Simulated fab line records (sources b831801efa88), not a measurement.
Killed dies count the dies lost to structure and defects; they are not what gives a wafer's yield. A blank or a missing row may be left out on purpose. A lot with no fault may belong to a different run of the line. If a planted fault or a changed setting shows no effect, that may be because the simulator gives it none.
A struck lot beside a sound one || flow sky130 || 15 out of 708 route steps
Sound: wafers L162.1, L162.3, L162.5. Wafers struck: L173.2, L173.3, L173.4. The cause is named last.
Per side, at each step with rows, come the tool, then ch with its chambers, and then its first start. Under that, the readings that differ: sound wafers || struck wafers || difference of the means || sigmas: that difference in standard deviations of wafers without a fault.
alike: readings whose means differ by less than 2 such deviations, and words and numbers that are the same on both sides. not compared: withheld readings, readings that some wafer has no value for, bounds like >300 that may hide the same value, and numbers for which the record gives no deviation and whose values overlap.
The two part at a step that has a row with sigmas, a row that says differs or no value, or rows on one side only. Non-overlapping numbers with no deviation appear without sigmas and do not part them. Lack of a reading on every wafer of one side parts them only where that side has two or more wafers.

SKY_METAL3_ETCH_16: etches BARC in N2/H2, stops on SiO2, time 88.2 s, target depth 60 nm.
  sound on rie_metal-04 ch 0, day 39 07:43; struck on rie_metal-01 ch 0,1, day 42 20:19
{"reading": "drypump_motor_current_A (A)", "sound": "5.74 5.71 5.71", "struck": "6.15 6.16 6.33", "difference": "+0.49", "sigmas": "+2"}
  alike: oes_product_au, throttle_valve_pct
  not compared: rf_hours_counter_h
SKY_METAL3_ETCH_17: etches SiO2 in C4F8/O2/Ar, stops on TiN, time 3.9 s, target depth 15 nm.
  sound on rie_diel-02 ch 1,3, day 39 07:49; struck on rie_diel-03 ch 0,1,3, day 42 20:25
  alike: oes_product_au
  not compared: rf_hours_counter_h
SKY_METAL3_METAL_ETCH_18: etches the open film in Cl2/BCl3, stops on SiO2, target depth 845 nm, time 183.1 s.
  sound on rie_metal-01 ch 0,1, day 39 07:50; struck on rie_metal-04 ch 0,1, day 42 20:26
{"reading": "drypump_motor_current_A (A)", "sound": "6.17 6.33 6.33", "struck": "5.73 5.81 5.70", "difference": -0.53, "sigmas": -2}
  alike: mfc_cl2_sccm, oes_product_au, throttle_valve_pct
  not compared: rf_hours_counter_h
SKY_METAL3_STRIP_19: strips in O2/N2.
  sound on plasma_asher-04 ch 0,1, day 39 08:01; struck on plasma_asher-04 ch 0,1, day 42 20:37
  alike: drypump_motor_current_A, oes_product_au, strip_time_to_endpoint_s
  not compared: rf_hours_counter_h
then, 4 steps without rows for these wafers: SKY_METAL3_STRIP_20 (strips in post etch residue remover, time 1200 s); SKY_METAL3_CLEAN_21 (cleans in IPA, time 180 s); SKY_METAL3_CLEAN_22 (cleans in O3/DIW); SKY_VIA3_HDPCVD_00 (deposits SiO2, target thk 1635 nm, time 272.5 s).
SKY_VIA3_THK_MEAS_01:
  struck on film_metro-03, day 42 21:25; sound on film_metro-03, day 39 08:47
{"reading": "VIA3_HDPCVD_THK (nm)", "sound": "1677 1636 1681", "struck": "1644 1602 1628", "difference": -40, "sigmas": -2}
SKY_VIA3_CMP_02: polishes SiO2.
  sound on cmp-02 ch 0,2, day 39 08:53; struck on cmp-01 ch 0,1,2, day 42 21:28
  alike: edge_zone_pressure_frac, motor_current_A
SKY_VIA3_BOW_MEAS_03:
  struck on film_metro-02, day 42 21:47; sound on film_metro-03, day 39 09:08
  alike: VIA3_BOW
then, 1 step without rows for these wafers: SKY_VIA3_DEHYDRATE_04 (time 60 s).
SKY_VIA3_HMDS_05: prime time 60 s.
  sound on litho_track-03 ch 0, day 39 19:53; struck on litho_track-03 ch 0, day 43 09:25
{"reading": "prime_temp_c (C)", "sound": "119.86 119.87 120.02", "struck": "122.86 123.02 122.93", "difference": "+3.02", "sigmas": "+23"}
  alike: chill_plate_temp_C
then, 1 step without rows for these wafers: SKY_VIA3_COAT_06 (resist thk 60 nm).
-- the record jumps here: 6 days lie between the struck wafers' starts before and after (it left off in module VIA3 and takes up again in module PAD_OPEN, whose first step shown is number 708 of the route) --
SKY_PAD_OPEN_PROBE_99:
  struck on prober-02, day 49 04:37; sound on prober-01, day 46 04:10
  alike: defect_limited_yield, killed_at_M0_to_M3, killed_at_M4_up, killed_at_contacts, killed_at_front_end, killed_at_other, killed_dies, killed_open, killed_short, sort_bin_3_pad_short, sort_bin_5_function, sort_bin_6_memory, sort_n_pass, sort_yield_pct

== WHERE THEY PART ==
Earliest at SKY_METAL3_ETCH_16; latest, in this record, at SKY_VIA3_HMDS_05. Later steps at which nothing parts them and some readings are alike: SKY_PAD_OPEN_PROBE_99.

WHY: what the simulator had put in
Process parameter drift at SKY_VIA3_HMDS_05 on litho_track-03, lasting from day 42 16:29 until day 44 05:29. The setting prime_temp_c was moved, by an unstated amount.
